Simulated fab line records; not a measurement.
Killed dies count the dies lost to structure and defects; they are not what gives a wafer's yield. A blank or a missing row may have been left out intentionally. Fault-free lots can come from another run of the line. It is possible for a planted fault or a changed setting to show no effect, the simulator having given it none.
fab line records	flow sky130
[record] lots = 11	wafers = 33	lastDay = 50
route steps=708 shown VT_ADJUST_NCORE@127 SONOS_TUNNEL@162 SONOS_ONO@172 PAD_OPEN@708
lots with no fault: from the same line, run without faults
startH: hours from the record's opening day to when the first of the lot's shown wafers began	waitH: hours elapsed since this lot's preceding step	" unchanged from the row above	L1.1+2: one row covering several wafers at once	- no value, or no start given	* or withheld: withheld	< > ~ a bound
route shown NAME@n: NAME is a module with steps in the file, n the number in the route of the first one	usual: mean and standard deviation over wafers with no fault	same: alike in all rows	chamber/n: place in a boat	sites: the reading at each site	_std_site: the values' standard deviation	_edge_site: outer sites' mean less inner sites'	radiusMm: how far each site lies from the wafer's centre	mask NAME#n: copy n	behind: tool/chamber where the wafer was last shaped	hold: what put the lot on hold/how long, in hours/how the hold closed	device: which transistor (n, p or np) failed to switch	end of line: at the end of the route, the tests of the same wafers	a step given without rows: its recipe and nothing more	killed: at the first sort, the dies lost to defects and structure; wafer yield is something else	map: a wafer's dies, x killed, . not, _ none there
set.NAME: setting as actually run; set.NAME@STEP: the setting as run at that earlier step	model.NAME: the simulator's own value behind a step, which no gauge read
route steps across a sampled set of lots; one table per step, one row per wafer
services: the hour from which a tool's chamber was out of use, counted from the record's first day as startH (under 0 if before that day), plus the number of hours and why
[[steps]]
[step SKY_VT_ADJUST_NCORE_OVL_MEAS_08]
[usual] VT_ADJUST_NCORE_OVL = 0.4/1.2
lot.wafer	tool	chamber	startH	waitH	VT_ADJUST_NCORE_OVL[nm]
L748.2	overlay-01	-	203.94	0.1	0.4
L748.3	"	-	"	"	0.4
L748.5	"	-	"	"	-0.3
L749.4	overlay-01	-	213.69	0.1	0.4
L749.5	"	-	"	"	0.9
L749.6	"	-	"	"	0.9
L750.1	overlay-02	-	217.94	0.1	-0.3
L750.2	"	-	"	"	1.0
L750.6	"	-	"	"	-0.6
L751.2	overlay-01	-	220.18	0.1	0.3
L751.3	"	-	"	"	1.7
L751.4	"	-	"	"	-0.9
L752.1	overlay-01	-	221.44	0.1	-0.5
L752.3	"	-	"	"	1.5
L752.6	"	-	"	"	1.8
L754.1	overlay-02	-	235.37	0.1	1.1
L754.4	"	-	"	"	1.1
L754.6	"	-	"	"	3.5
L755.1	overlay-02	-	246.97	0.1	0.1
L755.5	"	-	"	"	0.0
L755.6	"	-	"	"	0.5
L759.1	overlay-02	-	265.99	0.1	2.1
L759.4	"	-	"	"	3.1
L759.5	"	-	"	"	4.0
L768.2	overlay-02	-	336.96	0.1	-1.1
L768.4	"	-	"	"	-0.7
L768.5	"	-	"	"	0.4
L769.3	overlay-01	-	338.54	0.1	-0.6
L769.4	"	-	"	"	2.2
L769.5	"	-	"	"	0.0
L770.1	overlay-01	-	347.40	0.1	-1.4
L770.3	"	-	"	"	0.6
L770.5	"	-	"	"	-2.7
[step SKY_VT_ADJUST_NCORE_STRIP_10]
[recipe] chemistry = O2/N2	powerW = 1400	pressureMtorr = 1500	platenTempC = withheld	o2FlowSccm = 3000	n2FlowSccm = 300	overashFraction = 0.5
[usual] chamberPressureMTorr = 1499.9/1.4	drypumpMotorCurrentA = 5.7/0.43	oesProductAu = 0.716/0.0044	stripTimeToEndpointS = 14.19/0.045
lot.wafer	tool	chamber	startH	waitH	chamberPressureMTorr	drypumpMotorCurrentA	oesProductAu	rfHoursCounterH	stripTimeToEndpointS
L748.2	plasmaAsher-04	1	204.12	0.1	1500.1	5.9	0.714	38	14.25
L748.3	"	0	"	"	1500.0	5.7	0.723	-	14.19
L748.5	"	0	"	"	1500.7	5.7	0.720	-	14.22
L749.4	plasmaAsher-01	1	213.89	0.1	1500.5	5.6	0.720	-	14.22
L749.5	"	1	"	"	1499.0	5.6	0.711	-	14.19
L749.6	"	0	"	"	1500.0	6.4	0.718	-	14.19
L750.1	plasmaAsher-04	0	218.12	0.1	1500.2	5.7	0.712	39	14.13
L750.2	"	1	"	"	1498.0	6.0	0.712	39	14.15
L750.6	"	0	"	"	1500.5	5.8	0.714	-	14.20
L751.2	plasmaAsher-02	1	220.36	0.1	1499.9	5.4	0.710	53	14.20
L751.3	"	0	"	"	1499.0	4.9	0.709	-	14.15
L751.4	"	1	"	"	1503.8	5.4	0.724	-	14.20
L752.1	plasmaAsher-02	0	221.62	0.1	1501.0	5.0	0.715	54	14.29
L752.3	"	0	"	"	1499.1	4.9	0.720	-	14.24
L752.6	"	1	"	"	1500.2	5.4	0.717	-	14.26
L754.1	plasmaAsher-04	1	235.56	0.1	1500.4	6.0	0.716	41	14.22
L754.4	"	0	"	"	1499.1	5.8	0.714	-	14.25
L754.6	"	1	"	"	1498.9	6.0	0.719	-	14.25
L755.1	plasmaAsher-02	0	247.16	0.1	1502.7	5.0	0.712	56	14.18
L755.5	"	0	"	"	1500.6	4.9	0.718	-	14.17
L755.6	"	1	"	"	1500.3	5.4	0.712	-	14.17
L759.1	plasmaAsher-04	0	266.18	0.1	1501.3	5.8	0.723	44	14.17
L759.4	"	1	"	"	1500.1	5.9	0.719	-	14.26
L759.5	"	0	"	"	1499.6	5.7	0.725	-	14.14
L768.2	plasmaAsher-04	1	337.14	0.1	1500.2	6.0	0.715	51	14.18
L768.4	"	1	"	"	1500.6	6.0	0.711	-	14.16
L768.5	"	0	"	"	1498.9	5.7	0.719	-	14.20
L769.3	plasmaAsher-04	0	338.74	0.1	1499.3	5.7	0.719	-	14.20
L769.4	"	1	"	"	1500.5	6.0	0.709	-	14.21
L769.5	"	0	"	"	1501.1	5.7	0.719	-	14.22
L770.1	plasmaAsher-04	1	347.59	0.1	1502.9	6.0	0.713	52	14.22
L770.3	"	1	"	"	1502.4	6.0	0.708	-	14.21
L770.5	"	1	"	"	1497.5	6.0	0.708	-	14.27
[step SKY_SONOS_TUNNEL_OVL_MEAS_08]
[usual] SONOS_TUNNEL_OVL = 0.1/1.3
lot.wafer	tool	chamber	startH	waitH	SONOS_TUNNEL_OVL[nm]
L748.2	overlay-01	-	274.31	0.1	0.4
L748.3	"	-	"	"	-0.8
L748.5	"	-	"	"	-0.2
L749.4	overlay-01	-	284.77	0.1	-1.2
L749.5	"	-	"	"	-3.1
L749.6	"	-	"	"	-1.3
L750.1	overlay-02	-	289.11	0.1	1.2
L750.2	"	-	"	"	0.3
L750.6	"	-	"	"	1.1
L751.2	overlay-01	-	291.84	0.1	-1.5
L751.3	"	-	"	"	-0.8
L751.4	"	-	"	"	0.3
L752.1	overlay-01	-	293.54	0.1	1.6
L752.3	"	-	"	"	-0.5
L752.6	"	-	"	"	0.4
L754.1	overlay-02	-	309.25	0.1	2.1
L754.4	"	-	"	"	0.3
L754.6	"	-	"	"	1.0
L755.1	overlay-01	-	322.71	0.1	0.7
L755.5	"	-	"	"	-0.9
L755.6	"	-	"	"	-1.3
L759.1	overlay-01	-	343.51	0.1	3.1
L759.4	"	-	"	"	0.9
L759.5	"	-	"	"	3.1
L768.2	overlay-02	-	424.29	0.1	-1.6
L768.4	"	-	"	"	0.2
L768.5	"	-	"	"	0.3
L769.3	overlay-02	-	426.56	0.1	-0.8
L769.4	"	-	"	"	0.0
L769.5	"	-	"	"	-0.7
L770.1	overlay-01	-	435.96	0.1	-2.0
L770.3	"	-	"	"	0.1
L770.5	"	-	"	"	-0.3
[step SKY_SONOS_ONO_CVD_04]
[recipe] material = SiO2	precursor = SiH4/N2O	targetThkNm = 5.7199	tempC = 900	pressureMtorr = 400
[usual] spikeTcBottomC = 917.9/1.8	spikeTcCentreC = 900.4/1.3	spikeTcLowerC = 900.2/0.96	spikeTcTopC = 911.6/2.2	spikeTcUpperC = 900.8/1.5	susceptorTempC = 900.0/0.4	zonePowerCentrePct = 17.88/0.28	zonePowerLowerPct = 16.77/0.23
lot.wafer	tool	chamber	startH	waitH	spikeTcBottomC	spikeTcCentreC	spikeTcLowerC	spikeTcTopC	spikeTcUpperC	susceptorTempC	zonePowerCentrePct	zonePowerLowerPct
L748.2	lpcvd-03	0	279.68	0.0	916.2	903.8	902.0	914.3	899.5	899.3	17.96	16.81
L748.3	"	0	"	"	917.0	900.1	901.0	912.1	900.8	899.1	17.73	16.63
L748.5	"	0	"	"	916.8	901.5	901.0	911.9	898.4	900.0	17.63	16.68
L749.4	lpcvd-03	0	290.40	0.0	915.3	899.9	898.6	912.3	900.4	900.6	18.06	16.44
L749.5	"	0	"	"	917.5	901.4	898.4	913.2	898.8	899.8	17.74	16.69
L749.6	"	0	"	"	916.9	899.7	901.3	911.1	899.7	900.1	17.53	16.94
L750.1	lpcvd-03	0	292.62	0.1	915.8	901.5	899.0	912.1	900.4	900.2	18.12	16.59
L750.2	"	0	"	"	917.3	901.2	901.0	912.8	899.2	899.4	17.92	16.86
L750.6	"	0	"	"	915.9	899.9	899.0	914.0	900.5	899.7	17.63	16.56
L751.2	lpcvd-03	0	295.92	0.0	915.5	902.4	901.4	913.8	899.1	900.4	17.75	16.50
L751.3	"	0	"	"	917.6	899.1	899.7	912.8	899.7	899.6	17.76	16.68
L751.4	"	0	"	"	916.6	900.3	900.1	914.5	899.9	900.0	17.37	16.37
L752.1	lpcvd-03	0	298.17	0.1	914.4	902.7	900.3	912.0	900.6	899.9	17.78	16.80
L752.3	"	0	"	"	915.9	900.1	900.6	913.9	899.5	900.1	17.86	16.66
L752.6	"	0	"	"	917.2	901.7	899.8	912.3	902.1	899.6	17.70	16.46
L754.1	lpcvd-03	1	314.25	0.1	920.3	898.7	900.8	909.3	902.6	899.8	18.21	16.82
L754.4	"	1	"	"	919.6	899.9	901.5	911.4	902.2	900.2	18.03	16.75
L754.6	"	1	"	"	918.9	898.9	900.5	908.7	901.1	900.0	17.95	16.92
L755.1	lpcvd-03	1	327.04	0.1	919.6	901.0	900.0	909.7	902.3	900.0	17.81	16.85
L755.5	"	1	"	"	920.1	898.8	899.6	908.1	901.6	900.5	17.79	17.13
L755.6	"	1	"	"	918.1	899.4	901.5	909.8	901.4	900.2	17.66	17.01
L759.1	lpcvd-03	1	347.78	1.2	936.4	919.2	919.0	927.2	923.3	918.7	18.92	17.47
L759.4	"	1	"	"	938.5	918.7	917.4	927.8	921.3	918.6	18.89	17.71
L759.5	"	1	"	"	938.0	917.1	918.6	926.8	920.3	919.6	18.97	18.12
L768.2	lpcvd-03	1	431.16	0.0	919.8	901.0	898.3	911.3	903.7	899.5	18.18	17.12
L768.4	"	1	"	"	918.5	898.0	899.1	909.2	901.9	898.8	17.69	17.10
L768.5	"	1	"	"	921.5	898.7	899.2	909.3	900.3	899.4	18.30	16.70
L769.3	lpcvd-03	0	431.16	0.0	918.9	903.3	900.3	913.4	899.1	900.2	17.89	16.68
L769.4	"	0	"	"	917.7	901.5	898.6	912.0	899.1	900.0	17.52	16.73
L769.5	"	0	"	"	917.1	899.0	898.4	915.1	899.3	900.0	17.20	17.00
L770.1	lpcvd-03	0	438.99	0.1	917.5	900.8	899.0	911.9	900.5	899.4	17.73	16.45
L770.3	"	0	"	"	918.2	901.8	900.0	913.5	899.1	900.2	17.48	16.68
L770.5	"	0	"	"	917.8	901.6	900.4	913.2	900.7	899.6	17.64	16.75
[step SKY_SONOS_ONO_THK_MEAS_05]
[recipe] reads = SiO2_of_SONOS_ONO_CVD_04
[usual] SONOS_ONO_CVD_04_THK = 5.71/0.12
lot.wafer	tool	chamber	startH	waitH	SONOS_ONO_CVD_04_THK[nm]
L748.2	filmMetro-01	-	280.94	0.0	5.71
L748.3	"	-	"	"	5.75
L748.5	"	-	"	"	5.76
L749.4	filmMetro-01	-	291.68	0.0	5.71
L749.5	"	-	"	"	5.68
L749.6	"	-	"	"	5.73
L750.1	filmMetro-04	-	293.87	0.0	5.62
L750.2	"	-	"	"	5.61
L750.6	"	-	"	"	5.79
L751.2	filmMetro-04	-	297.18	0.0	5.48
L751.3	"	-	"	"	5.55
L751.4	"	-	"	"	5.46
L752.1	filmMetro-01	-	299.42	0.0	5.69
L752.3	"	-	"	"	5.89
L752.6	"	-	"	"	5.83
L754.1	filmMetro-01	-	315.50	0.0	5.70
L754.4	"	-	"	"	5.62
L754.6	"	-	"	"	5.61
L755.1	filmMetro-03	-	328.29	0.0	5.90
L755.5	"	-	"	"	5.83
L755.6	"	-	"	"	5.74
L759.1	filmMetro-01	-	349.65	0.0	7.66
L759.4	"	-	"	"	7.62
L759.5	"	-	"	"	7.77
L768.2	filmMetro-01	-	432.42	0.0	5.53
L768.4	"	-	"	"	5.63
L768.5	"	-	"	"	5.54
L769.3	filmMetro-04	-	432.43	0.0	5.67
L769.4	"	-	"	"	5.61
L769.5	"	-	"	"	5.59
L770.1	filmMetro-01	-	440.24	0.0	5.48
L770.3	"	-	"	"	5.56
L770.5	"	-	"	"	5.45
[step SKY_PAD_OPEN_PROBE_99]
[usual] killed_at_M0_to_M3 = 43/7	killed_at_M4_up = 3.1/1.9	killedAtContacts = 25/6.1	killedAtFrontEnd = 15/4.5	killedAtOther = 0.3/0.55	killedDies = 87/8.9	killedOpen = 47/6.4	killedShort = 40/6.6
[same] grossDies = 492	killedAtBackSide = 0
lot.wafer	tool	chamber	startH	waitH	killed_at_M0_to_M3	killed_at_M4_up	killedAtContacts	killedAtFrontEnd	killedAtOther	killedDies	killedOpen	killedShort
L768.2	prober-02	-	1201.98	0.1	38	5	21	19	0	83	43	40
L768.4	prober-02	-	1202.08	0.2	41	4	31	16	0	92	45	47
L768.5	prober-02	-	1202.13	0.2	42	1	27	27	1	98	53	45
// killed by level:class
L768.2 POLY_GATE:geometricParticle:short=7 LI_CONTACT:geometricParticle:open=7 CONTACT:geometricParticle:open=7 VIA1:geometricParticle:open=6 METAL1:geometricParticle:short=6 VIA2:geometricParticle:open=6 METAL2:geometricParticle:short=6 FIELD_ISO:geometricParticle:open=5
L768.4 VIA1:geometricParticle:open=14 CONTACT:geometricParticle:open=12 CONTACT:geometricParticle:short=11 FIELD_ISO:geometricParticle:short=7 POLY_GATE:geometricParticle:short=4 LI_CONTACT:geometricParticle:open=4 VIA3:geometricParticle:open=4 VIA2:geometricParticle:short=4
L768.5 CONTACT:geometricParticle:open=9 VIA2:geometricParticle:open=9 POLY_GATE:geometricParticle:short=8 LI_CONTACT:geometricParticle:open=8 METAL2:geometricParticle:short=8 FIELD_ISO:geometricParticle:open=7 VIA1:geometricParticle:open=6 CONTACT:geometricParticle:short=6
[[services]]
tool	chamber	startH	hours	kind
plasmaAsher-02	-	184.78	1.8	repair
plasmaAsher-02	-	201.39	14.6	pm
lpcvd-03	-	207.75	2.8	pm
plasmaAsher-04	-	284.46	0.4	repair
plasmaAsher-02	-	320.47	2.8	pm
plasmaAsher-04	-	321.77	2.8	pm
plasmaAsher-02	-	421.25	9.0	pm
plasmaAsher-02	0	421.25	9.0	ventCycle
plasmaAsher-02	1	421.25	9.0	ventCycle
plasmaAsher-02	0	430.25	-	clean
plasmaAsher-02	1	430.25	-	clean
plasmaAsher-02	-	436.40	1.2	repair
[[key]]
[firstSign] step = SKY_SONOS_ONO_CVD_04	reading = susceptorTempC	direction = up	sigmas = 48	usual = *	struck = *
[effect] step = SKY_SONOS_ONO_CVD_04	reading = spikeTcLowerC	direction = up	sigmas = 19	usual = 900.2	struck = 918.3
[effect] step = SKY_SONOS_ONO_THK_MEAS_05	reading = SONOS_ONO_CVD_04_THK	direction = up	sigmas = 17	usual = 5.71	struck = 7.68
metAt SKY_SONOS_ONO_CVD_04
struckLots L759
struckWafers L759.1,L759.4,L759.5
testerLeftOut L759
notActingAt SKY_VT_ADJUST_NCORE_OVL_MEAS_08,SKY_VT_ADJUST_NCORE_STRIP_10,SKY_SONOS_TUNNEL_OVL_MEAS_08
onsetBetween 327.04 347.78
[fault] kind = processParameterDrift	tool = lpcvd-03	chamber = 1	onsetH = 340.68	steps = SKY_SONOS_ONO_CVD_04	channel = tempC	offset = *	shape = step	endH = 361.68	stated = *
// testerLeftOut: of these lots the tester's yield and bins aren't shown, on N5 and GAA mostly nor the transistor test; their killed dies are dies lost to structure and defects alone, not to doping, threshold or leakage, so they don't give the yield
